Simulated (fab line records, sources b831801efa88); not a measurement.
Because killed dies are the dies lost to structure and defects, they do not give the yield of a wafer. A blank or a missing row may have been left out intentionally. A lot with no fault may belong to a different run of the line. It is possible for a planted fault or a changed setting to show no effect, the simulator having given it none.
Which tool is to blame? ; flow sky130 ; Sampling: 10 lots, 30 wafers, 5 of 708 route steps

WHAT THE GAUGES READ, wafer by wafer
SKY_METAL1_RS_MEAS_05: measures by four-point-probe. Usual: METAL1_ALCU_RS typically reads 0.1264 ohm/sq, with standard deviation 0.0012.
lot;measured;on;METAL1_ALCU_RS (ohm/sq);flag
L255;day 31 06:35;film-metro-04;0.1273 0.1274 0.1270;
L258;day 32 09:25;film-metro-02;0.1257 0.1253 0.1235;
L259;day 32 19:50;film-metro-04;0.1280 0.1252 0.1261;
L266;day 34 21:18;film-metro-01;0.1282 0.1267 0.1272;
L267;day 34 23:29;film-metro-02;0.1256 0.1266 0.1274;
L268;day 35 07:14;film-metro-02;0.1273 0.1265 0.1283;
L269;day 35 18:08;film-metro-01;0.1271 0.1274 0.1272;
L270;day 36 06:34;film-metro-01;0.1263 0.1258 0.1271;
L272;day 36 18:08;film-metro-01;0.1257 0.1258 0.1245;
L274;day 37 14:45;film-metro-01;0.1269 0.1279 0.1272;

SKY_METAL1_THK_MEAS_06: measures by xrf. Usual: METAL1_ALCU_THK typically reads 248.6 nm, with standard deviation 2.5.
lot;measured;on;METAL1_ALCU_THK (nm);flag
L255;day 31 06:42;film-metro-04;246.4 247.3 247.7;
L258;day 32 09:32;film-metro-02;248.8 249.6 252.3;
L259;day 32 19:58;film-metro-04;245.8 251.1 249.9;
L266;day 34 21:25;film-metro-01;244.4 247.6 248.5;
L267;day 34 23:35;film-metro-02;248.7 249.0 247.5;
L268;day 35 07:22;film-metro-02;246.1 250.8 243.8;
L269;day 35 18:15;film-metro-01;248.8 245.1 247.7;
L270;day 36 06:41;film-metro-01;248.5 252.3 249.1;
L272;day 36 18:16;film-metro-01;250.0 251.0 254.6;
L274;day 37 14:52;film-metro-01;248.9 246.1 247.8;

SKY_VIA1_CD_MEAS_12: the cd target is 150 nm. Usual: 150.0 nm for cd-nm, sd 1.7.
lot;measured;on;cd-nm (nm);flag
L255;day 33 12:28;cd-sem-02;154.0 151.9 150.6;
L258;day 34 14:48;cd-sem-01;147.4 147.5 146.6;
L259;day 35 01:42;cd-sem-01;152.6 152.5 151.8;
L266;day 37 03:58;cd-sem-02;151.0 150.7 151.6;
L267;day 37 06:46;cd-sem-02;148.3 148.7 149.4;
L268;day 37 13:43;cd-sem-02;151.5 150.8 153.4;
L269;day 38 00:42;cd-sem-01;148.4 147.3 144.8;
L270;day 38 13:07;cd-sem-02;146.3 147.7 148.1;
L272;day 39 00:24;cd-sem-02;150.8 150.1 152.5;
L274;day 39 21:17;cd-sem-02;151.1 150.4 150.3;

SKY_METAL5_THK_MEAS_06: measures by xrf. Usual: METAL5_ALCU_THK typically reads 1138 nm, with standard deviation 13.
lot;measured;on;METAL5_ALCU_THK (nm);flag
L255;day 42 19:57;film-metro-04;1136 1138 1145;
L258;day 43 16:29;film-metro-01;1371 1366 1371;OFF
L259;day 44 02:02;film-metro-02;1339 1347 1340;OFF
L266;day 45 19:37;film-metro-01;1170 1135 1154;
L267;day 45 21:52;film-metro-02;1145 1137 1146;
L268;day 46 02:59;film-metro-01;1129 1132 1136;
L269;day 46 11:16;film-metro-01;1132 1145 1131;
L270;day 46 21:33;film-metro-01;1156 1155 1133;
L272;day 47 05:00;film-metro-02;1114 1125 1127;
L274;day 47 21:25;film-metro-04;1138 1121 1124;

WHICH TOOL RAN EACH LOT (tool, then ch and the chambers of the sampled wafers, then the start)
lot;SKY_METAL5_SPUTTER_04
L255;pvd-sputter-03, day 42 19:47
L258;pvd-sputter-02, day 43 16:19
L259;pvd-sputter-02, day 44 01:53
L266;pvd-sputter-04, day 45 19:20
L267;pvd-sputter-03, day 45 21:40
L268;pvd-sputter-02, day 46 02:49
L269;pvd-sputter-02, day 46 11:05
L270;pvd-sputter-02, day 46 21:23
L272;pvd-sputter-02, day 47 04:50
L274;pvd-sputter-02, day 47 21:14
- SKY_METAL5_SPUTTER_04: material TiN, target thk 70 nm, time 58.3 s.

WHAT THE TOOLS THEMSELVES READ (means of the sampled wafers that have a number; where no wafer has one, the mark that the record gives instead)
SKY_METAL5_SPUTTER_04. Usual: cathode-dc-power-W 6500.0 W, standard deviation 1.1; chamber-pressure-pa 0.4001 Pa, standard deviation 0.00085; throttle-valve-pct 29.4 %, standard deviation 1.3.
lot;tool;cathode-dc-power-W (W);chamber-pressure-pa (Pa);throttle-valve-pct (%);flag
L255;pvd-sputter-03;6500.8;0.4002;29.2;
L258;pvd-sputter-02;-;-;-;OFF
L259;pvd-sputter-02;-;-;-;OFF
L266;pvd-sputter-04;6499.6;0.3996;30.1;
L267;pvd-sputter-03;6500.6;0.4007;30.2;
L268;pvd-sputter-02;6499.8;0.4010;30.4;
L269;pvd-sputter-02;6500.0;0.4001;29.9;
L270;pvd-sputter-02;6500.4;0.3998;28.5;
L272;pvd-sputter-02;6500.9;0.3995;28.5;
L274;pvd-sputter-02;6499.0;0.3993;30.0;

THE ANSWER, worked out from the rows above alone
Rule: a lot counts as off when the mean over its wafers that have a number is more than 3 standard deviations away from the usual mean. A lot without any number at a reading at which 4 lots or more have one is off too. Where the step has rows for the other lots, those lots are counted as sound. Order of review: gauges by route order, followed by the tools' own readings, for which a lot's mean as printed above is used. The first step at which some lot is off is used, and at that step the reading that is off furthest; a lot without a number counts as furthest.
Off: L258, L259, seen at SKY_METAL5_THK_MEAS_06 (METAL5_ALCU_THK).
A tool fits if, at a process step before that reading, it ran every lot that is off, and no sound lot after the first of them. Not tried: the gauges at SKY_METAL5_THK_MEAS_06; whatever is off there is also off at SKY_METAL5_SPUTTER_04, on other tools, and gauge error can't account for it. Not one of the candidates tried fits.

WHAT THE SIMULATOR HAD INSERTED
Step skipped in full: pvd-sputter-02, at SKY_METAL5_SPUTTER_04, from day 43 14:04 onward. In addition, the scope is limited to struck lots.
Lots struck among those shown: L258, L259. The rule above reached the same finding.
